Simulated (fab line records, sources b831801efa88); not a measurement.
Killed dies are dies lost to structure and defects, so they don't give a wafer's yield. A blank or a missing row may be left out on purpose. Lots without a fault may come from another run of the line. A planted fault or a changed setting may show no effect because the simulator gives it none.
Chamber matching | flow gf180mcu | GF_V5_CVD_02 on pecvd-01: 3 sister chambers
The step deposits SiO2 from TEOS, target thk 1450 nm, time 163.28 s. 14 wafers are shown with their chamber, then 7 later ones without.

WAFERS WITH THEIR CHAMBER
wafer  | chamber | heater_power_w (W)
L590.2 | 2       | 704
L590.3 | 0       | 577
L590.6 | 2       | 833
L593.3 | 1       | 622
L593.4 | 2       | 837
L593.5 | 0       | 653
L594.1 | 2       | 811
L594.4 | 1       | 600
L594.5 | 0       | 498
L607.1 | 0       | 640
L607.3 | 2       | 840
L607.5 | 2       | 721
L611.2 | 0       | 595
L611.3 | 2       | 787

SIGNATURES (means of the wafers above)
reading        | chamber 0 | chamber 1 | chamber 2 | scatter within a chamber
heater_power_w | 592.60    | 611.00    | 790.43    | 56
Rule: a wafer's distance from a chamber is the root of the sum, over the readings, of the square of ((its reading less the chamber's mean) divided by the reading's scatter). The wafer belongs to the nearest chamber; if the next one is less than 2 further off, it can't be placed. The scatter: the root of (the sum of the squares of (reading less its chamber's mean) over the shown wafers, divided by (wafers less chambers)).

WAFERS WITHOUT THEIR CHAMBER
wafer  | heater_power_w (W)
L611.5 | 648
L612.3 | 780
L612.4 | 850
L612.5 | 599
L613.2 | 838
L613.3 | 591
L613.5 | 580

WHICH CHAMBER EACH WENT THROUGH
wafer  | from the rows above          | in truth
L611.5 | can't be placed: 1 or 0 or 2 | 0
L612.3 | 2                            | 2
L612.4 | 2                            | 2
L612.5 | can't be placed: 0 or 1      | 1
L613.2 | 2                            | 2
L613.3 | can't be placed: 0 or 1      | 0
L613.5 | can't be placed: 0 or 1      | 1
Placed correctly: 3 of 7. Can't be placed from these rows: 4 (the true chamber is among the candidates in 4). Placed wrongly: 0.
